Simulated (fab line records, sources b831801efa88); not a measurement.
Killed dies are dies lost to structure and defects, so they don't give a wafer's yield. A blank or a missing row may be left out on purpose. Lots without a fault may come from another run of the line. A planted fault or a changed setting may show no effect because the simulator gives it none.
Which tool did it? | flow sky130 | 24 lots, 72 wafers sampled, at 6 steps of a route of 708

WHAT THE GAUGES READ, wafer by wafer
SKY_CAP2M_RS_MEAS_03: measures by four-point-probe.
lot  | measured     | on            | CAP2M_TIN_RS (ohm/sq)
L074 | day 39 15:26 | film_metro-02 | 6.71 6.64 6.68
L075 | day 39 18:12 | film_metro-04 | 6.97 6.97 7.02
L076 | day 40 08:49 | film_metro-03 | 6.89 6.99 6.86
L077 | day 40 18:46 | film_metro-03 | 6.95 6.77 6.77
L078 | day 41 01:45 | film_metro-03 | 6.82 6.69 6.84
L079 | day 41 08:16 | film_metro-04 | 6.93 7.00 6.92
L080 | day 41 19:58 | film_metro-04 | 6.94 6.85 6.93
L081 | day 41 23:56 | film_metro-04 | 6.97 7.00 6.98
L082 | day 42 08:58 | film_metro-04 | 7.02 7.00 6.91
L083 | day 42 12:17 | film_metro-04 | 6.85 6.97 6.87
L084 | day 42 18:01 | film_metro-03 | 6.98 7.00 6.87
L086 | day 43 05:34 | film_metro-02 | 7.02 6.96 7.08
L085 | day 43 09:32 | film_metro-03 | 7.01 7.00 6.96
L087 | day 43 12:45 | film_metro-03 | 6.88 6.89 7.05
L088 | day 43 17:31 | film_metro-03 | 6.81 6.88 6.88
L089 | day 44 00:20 | film_metro-04 | 6.95 6.84 6.89
L090 | day 44 01:55 | film_metro-02 | 7.01 6.90 6.85
L091 | day 44 15:22 | film_metro-04 | 6.85 6.77 6.75
L092 | day 44 18:46 | film_metro-04 | 6.97 6.94 6.99
L093 | day 45 03:42 | film_metro-02 | 6.84 6.94 6.84
L094 | day 45 10:31 | film_metro-03 | 7.00 6.84 6.94
L095 | day 45 12:13 | film_metro-03 | 6.74 6.84 6.90
L096 | day 45 20:05 | film_metro-04 | 6.94 7.09 7.05
L097 | day 46 01:00 | film_metro-04 | 6.92 6.98 6.85

SKY_VIA4_THK_MEAS_01.
lot  | measured     | on            | VIA4_HDPCVD_THK (nm)
L074 | day 41 18:19 | film_metro-01 | 1768 1800 1808
L075 | day 41 20:27 | film_metro-01 | 1697 1722 1718
L076 | day 42 10:28 | film_metro-04 | 1750 1735 1783
L077 | day 42 20:18 | film_metro-01 | 1732 1726 1752
L078 | day 43 02:05 | film_metro-02 | 1735 1755 1732
L079 | day 43 08:08 | film_metro-01 | 1764 1791 1748
L080 | day 43 20:26 | film_metro-04 | 1704 1722 1739
L081 | day 43 23:47 | film_metro-02 | 1795 1784 1757
L082 | day 44 08:09 | film_metro-01 | 1765 1736 1727
L083 | day 44 11:13 | film_metro-02 | 1760 1807 1777
L084 | day 44 17:19 | film_metro-02 | 1765 1773 1771
L086 | day 45 03:56 | film_metro-02 | 1752 1760 1783
L085 | day 45 06:47 | film_metro-04 | 1758 1768 1771
L087 | day 45 10:45 | film_metro-04 | 1701 1755 1726
L088 | day 45 15:17 | film_metro-02 | 1756 1781 1773
L089 | day 45 22:26 | film_metro-02 | 1724 1794 1765
L090 | day 45 23:02 | film_metro-02 | 1788 1776 1732
L091 | day 46 11:44 | film_metro-04 | 1784 1779 1749
L092 | day 46 15:02 | film_metro-02 | 1730 1737 1755
L093 | day 46 22:29 | film_metro-02 | 1774 1761 1787
L094 | day 47 05:17 | film_metro-02 | 1766 1751 1726
L095 | day 47 06:31 | film_metro-04 | 1750 1758 1748
L096 | day 47 14:40 | film_metro-02 | 1775 1736 1756
L097 | day 47 18:31 | film_metro-01 | 1752 1779 1772

SKY_METAL5_RS_MEAS_05: measures by four-point-probe.
lot  | measured     | on            | METAL5_ALCU_RS (ohm/sq)
L074 | day 42 19:08 | film_metro-03 | 0.0271 0.0272 0.0271
L075 | day 42 22:15 | film_metro-03 | 0.0275 0.0273 0.0273
L076 | day 43 11:17 | film_metro-03 | 0.0275 0.0274 0.0279
L077 | day 43 21:12 | film_metro-03 | 0.0272 0.0271 0.0273
L078 | day 44 01:56 | film_metro-01 | 0.0265 0.0271 0.0268
L079 | day 44 08:38 | film_metro-01 | 0.0276 0.0279 0.0274
L080 | day 44 20:11 | film_metro-02 | 0.0274 0.0275 0.0276
L081 | day 44 23:22 | film_metro-02 | 0.0271 0.0271 0.0272
L082 | day 45 07:54 | film_metro-03 | 0.0271 0.0271 0.0273
L083 | day 45 11:10 | film_metro-02 | 0.0269 0.0265 0.0267
L084 | day 45 17:10 | film_metro-02 | 0.0269 0.0268 0.0273
L086 | day 46 02:53 | film_metro-02 | 0.0276 0.0277 0.0270
L085 | day 46 05:22 | film_metro-01 | 0.0273 0.0271 0.0273
L087 | day 46 09:29 | film_metro-03 | 0.0265 0.0265 0.0267
L088 | day 46 13:43 | film_metro-03 | 0.0271 0.0272 0.0268
L089 | day 46 20:32 | film_metro-02 | 0.0269 0.0269 0.0270
L090 | day 46 21:45 | film_metro-01 | 0.0273 0.0275 0.0274
L091 | day 47 09:47 | film_metro-03 | 0.0269 0.0269 0.0269
L092 | day 47 12:26 | film_metro-02 | 0.0278 0.0278 0.0277
L093 | day 47 20:08 | film_metro-02 | 0.0273 0.0273 0.0274
L094 | day 48 02:41 | film_metro-03 | 0.0271 0.0272 0.0274
L095 | day 48 03:49 | film_metro-03 | 0.0274 0.0274 0.0275
L096 | day 48 12:20 | film_metro-03 | 0.0271 0.0266 0.0272
L097 | day 48 15:35 | film_metro-03 | 0.0275 0.0277 0.0271

WHICH TOOL RAN EACH LOT (tool, then ch and the chambers of the sampled wafers, then the start)
lot  | SKY_CAP2M_CVD_00                | SKY_CAP2M_STRIP_14                   | SKY_METAL4_STRIP_19
L074 | pecvd-02 ch 0,1, day 39 15:15   | plasma_asher-01 ch 0,1, day 40 15:54 | plasma_asher-01 ch 0,1, day 41 17:33
L075 | pecvd-04 ch 0,2, day 39 17:59   | plasma_asher-01 ch 0,1, day 40 18:21 | plasma_asher-04 ch 0,1, day 41 19:40
L076 | pecvd-01 ch 0,2, day 40 08:35   | plasma_asher-04 ch 0,1, day 41 09:26 | plasma_asher-01 ch 0,1, day 42 09:42
L077 | pecvd-04 ch 0,1,2, day 40 18:33 | plasma_asher-03 ch 0,1, day 41 18:57 | plasma_asher-04 ch 0,1, day 42 19:31
L078 | pecvd-02 ch 0,2, day 41 01:34   | plasma_asher-03 ch 0,1, day 42 01:20 | plasma_asher-01 ch 0,1, day 43 01:19
L079 | pecvd-02 ch 1,2, day 41 08:04   | plasma_asher-04 ch 0,1, day 42 07:15 | plasma_asher-04 ch 0,1, day 43 07:21
L080 | pecvd-01 ch 0,1,2, day 41 19:44 | plasma_asher-01 ch 0,1, day 42 19:31 | plasma_asher-04 ch 0,1, day 43 19:38
L081 | pecvd-02 ch 0,1,2, day 41 23:44 | plasma_asher-01 ch 0,1, day 42 23:05 | plasma_asher-01 ch 0,1, day 43 22:58
L082 | pecvd-04 ch 0,2, day 42 08:47   | plasma_asher-03 ch 0,1, day 43 08:23 | plasma_asher-01 ch 0,1, day 44 07:16
L083 | pecvd-02 ch 0,1,2, day 42 12:03 | plasma_asher-04 ch 0,1, day 43 10:56 | plasma_asher-04 ch 0,1, day 44 10:23
L084 | pecvd-01 ch 0,1, day 42 17:47   | plasma_asher-03 ch 0,1, day 43 16:41 | plasma_asher-02 ch 0,1, day 44 16:12
L086 | pecvd-01 ch 1,2, day 43 05:23   | plasma_asher-01 ch 0,1, day 44 03:59 | plasma_asher-04 ch 0,1, day 45 03:10
L085 | pecvd-01 ch 0,1, day 43 09:19   | plasma_asher-04 ch 0,1, day 44 07:22 | plasma_asher-04 ch 0,1, day 45 06:02
L087 | pecvd-02 ch 0,2, day 43 12:32   | plasma_asher-04 ch 0, day 44 10:56   | plasma_asher-04 ch 0,1, day 45 09:58
L088 | pecvd-04 ch 0,2, day 43 17:16   | plasma_asher-04 ch 0,1, day 44 15:46 | plasma_asher-02 ch 0,1, day 45 14:32
L089 | pecvd-04 ch 0,2, day 44 00:08   | plasma_asher-01 ch 0,1, day 44 23:35 | plasma_asher-02 ch 0,1, day 45 21:40
L090 | pecvd-02 ch 0,2, day 44 01:42   | plasma_asher-01 ch 0, day 45 00:11   | plasma_asher-02 ch 0,1, day 45 22:15
L091 | pecvd-02 ch 0,1,2, day 44 15:08 | plasma_asher-04 ch 0,1, day 45 12:44 | plasma_asher-02 ch 0,1, day 46 10:53
L092 | pecvd-04 ch 0,1,2, day 44 18:33 | plasma_asher-01 ch 0,1, day 45 16:17 | plasma_asher-01 ch 0,1, day 46 14:10
L093 | pecvd-04 ch 0,1,2, day 45 03:29 | plasma_asher-04 ch 0,1, day 46 00:47 | plasma_asher-01 ch 0,1, day 46 21:37
L094 | pecvd-02 ch 0,1, day 45 10:20   | plasma_asher-01 ch 0,1, day 46 07:02 | plasma_asher-01 ch 0,1, day 47 04:22
L095 | pecvd-01 ch 0,1,2, day 45 11:59 | plasma_asher-03 ch 0,1, day 46 08:29 | plasma_asher-02 ch 0,1, day 47 05:41
L096 | pecvd-02 ch 0,2, day 45 19:52   | plasma_asher-04 ch 0,1, day 46 16:35 | plasma_asher-04 ch 0,1, day 47 13:47
L097 | pecvd-04 ch 0,1,2, day 46 00:48 | plasma_asher-04 ch 0,1, day 46 20:53 | plasma_asher-02 ch 0,1, day 47 17:45
- SKY_CAP2M_CVD_00: deposits SiO2, target thk 15.5 nm.
- SKY_CAP2M_STRIP_14: strips in O2/N2.
- SKY_METAL4_STRIP_19: strips in O2/N2.

WHAT THE TOOLS THEMSELVES READ (means of the sampled wafers that have a number; where no wafer has one, the mark that the record gives instead)
SKY_CAP2M_CVD_00.
lot  | tool     | heater_power_outer_w (W) | heater_power_w (W) | susceptor_temp_C (C)
L074 | pecvd-02 | 441                      | 705                | 400.02
L075 | pecvd-04 | 548                      | 903                | 399.82
L076 | pecvd-01 | 443                      | 770                | 400.02
L077 | pecvd-04 | 488                      | 821                | 399.98
L078 | pecvd-02 | 453                      | 718                | 399.97
L079 | pecvd-02 | 400                      | 664                | 400.20
L080 | pecvd-01 | 412                      | 700                | 400.00
L081 | pecvd-02 | 451                      | 718                | 400.20
L082 | pecvd-04 | 588                      | 989                | 400.03
L083 | pecvd-02 | 432                      | 693                | 399.98
L084 | pecvd-01 | 386                      | 647                | 400.18
L086 | pecvd-01 | 497                      | 834                | 400.09
L085 | pecvd-01 | 355                      | 610                | 399.94
L087 | pecvd-02 | 422                      | 683                | 399.93
L088 | pecvd-04 | 577                      | 971                | 399.98
L089 | pecvd-04 | 564                      | 921                | 399.96
L090 | pecvd-02 | 431                      | 708                | 399.82
L091 | pecvd-02 | 478                      | 754                | 399.99
L092 | pecvd-04 | 506                      | 835                | 400.04
L093 | pecvd-04 | 534                      | 882                | 399.99
L094 | pecvd-02 | 485                      | 767                | 399.90
L095 | pecvd-01 | 424                      | 721                | 400.23
L096 | pecvd-02 | 427                      | 685                | 399.98
L097 | pecvd-04 | 568                      | 918                | 399.94

SKY_CAP2M_STRIP_14.
lot  | tool            | drypump_motor_current_A (A) | oes_product_au (a.u.) | strip_time_to_endpoint_s (s)
L074 | plasma_asher-01 | 5.4                         | 0.710                 | 12.59
L075 | plasma_asher-01 | 5.4                         | 0.714                 | 12.63
L076 | plasma_asher-04 | 5.7                         | 0.708                 | 12.64
L077 | plasma_asher-03 | 5.7                         | 0.709                 | 12.59
L078 | plasma_asher-03 | 6.0                         | 0.708                 | 12.63
L079 | plasma_asher-04 | 5.6                         | 0.705                 | 12.69
L080 | plasma_asher-01 | 5.3                         | 0.706                 | 12.68
L081 | plasma_asher-01 | 5.4                         | 0.714                 | 12.69
L082 | plasma_asher-03 | 6.0                         | 0.713                 | 12.63
L083 | plasma_asher-04 | 5.5                         | 0.710                 | 12.63
L084 | plasma_asher-03 | 6.0                         | 0.709                 | 12.63
L086 | plasma_asher-01 | 5.4                         | 0.711                 | 12.61
L085 | plasma_asher-04 | 5.7                         | 0.715                 | 12.56
L087 | plasma_asher-04 | 5.4                         | 0.711                 | 12.62
L088 | plasma_asher-04 | 5.7                         | 0.710                 | 12.63
L089 | plasma_asher-01 | 5.4                         | 0.710                 | 12.60
L090 | plasma_asher-01 | 5.1                         | 0.711                 | 12.65
L091 | plasma_asher-04 | 5.5                         | 0.710                 | 12.60
L092 | plasma_asher-01 | 5.2                         | 0.710                 | 12.69
L093 | plasma_asher-04 | 5.6                         | 0.710                 | 12.64
L094 | plasma_asher-01 | 5.2                         | 0.717                 | 12.65
L095 | plasma_asher-03 | 6.0                         | 0.714                 | 12.66
L096 | plasma_asher-04 | 5.5                         | 0.706                 | 12.67
L097 | plasma_asher-04 | 5.5                         | 0.713                 | 12.64

SKY_METAL4_STRIP_19.
lot  | tool            | drypump_motor_current_A (A) | oes_product_au (a.u.) | strip_time_to_endpoint_s (s)
L074 | plasma_asher-01 | 5.3                         | 0.497                 | 6.46
L075 | plasma_asher-04 | 5.5                         | 0.503                 | 6.59
L076 | plasma_asher-01 | 5.4                         | 0.495                 | 6.44
L077 | plasma_asher-04 | 5.7                         | 0.505                 | 6.63
L078 | plasma_asher-01 | 5.4                         | 0.498                 | 6.45
L079 | plasma_asher-04 | 5.5                         | 0.500                 | 6.53
L080 | plasma_asher-04 | 5.5                         | 0.506                 | 6.61
L081 | plasma_asher-01 | 5.3                         | 0.496                 | 6.40
L082 | plasma_asher-01 | 5.2                         | 0.501                 | 6.47
L083 | plasma_asher-04 | 5.6                         | 0.497                 | 6.45
L084 | plasma_asher-02 | 6.0                         | 0.503                 | 6.54
L086 | plasma_asher-04 | 5.7                         | 0.501                 | 6.51
L085 | plasma_asher-04 | 5.5                         | 0.505                 | 6.54
L087 | plasma_asher-04 | 5.5                         | 0.505                 | 6.57
L088 | plasma_asher-02 | 6.2                         | 0.500                 | 6.46
L089 | plasma_asher-02 | 6.0                         | 0.502                 | 6.51
L090 | plasma_asher-02 | 6.0                         | 0.500                 | 6.48
L091 | plasma_asher-02 | 6.2                         | 0.505                 | 6.53
L092 | plasma_asher-01 | 5.4                         | 0.506                 | 6.64
L093 | plasma_asher-01 | 5.2                         | 0.504                 | 6.53
L094 | plasma_asher-01 | 5.4                         | 0.497                 | 6.42
L095 | plasma_asher-02 | 6.2                         | 0.506                 | 6.68
L096 | plasma_asher-04 | 5.6                         | 0.506                 | 6.62
L097 | plasma_asher-02 | 6.2                         | 0.505                 | 6.54

THE ANSWER, worked out from the rows above alone
Rule: what is usual is taken from the lots themselves. Put in order of their means at a reading, lots are off if they are a third of the lots or fewer, leave a main group of 4 or more, and stand apart from it by a gap of 3 or more times the standard deviation of the main group's means; of several such gaps the widest counts. A main group whose means are all the same, to the digits that the tables above print for the reading, isn't used. A lot without any number at a reading at which 4 lots or more have one is off too. The other lots that the step has rows for count as sound. The gauges are gone through in route order, then the tools' own readings, and for those a lot's mean is taken as printed above. The first step at which some lot is off is used, and at that step the reading that is off furthest; a lot without a number counts as furthest.
No lot is off at any reading shown: from this, nothing can be told.

WHAT THE SIMULATOR HAD PUT IN
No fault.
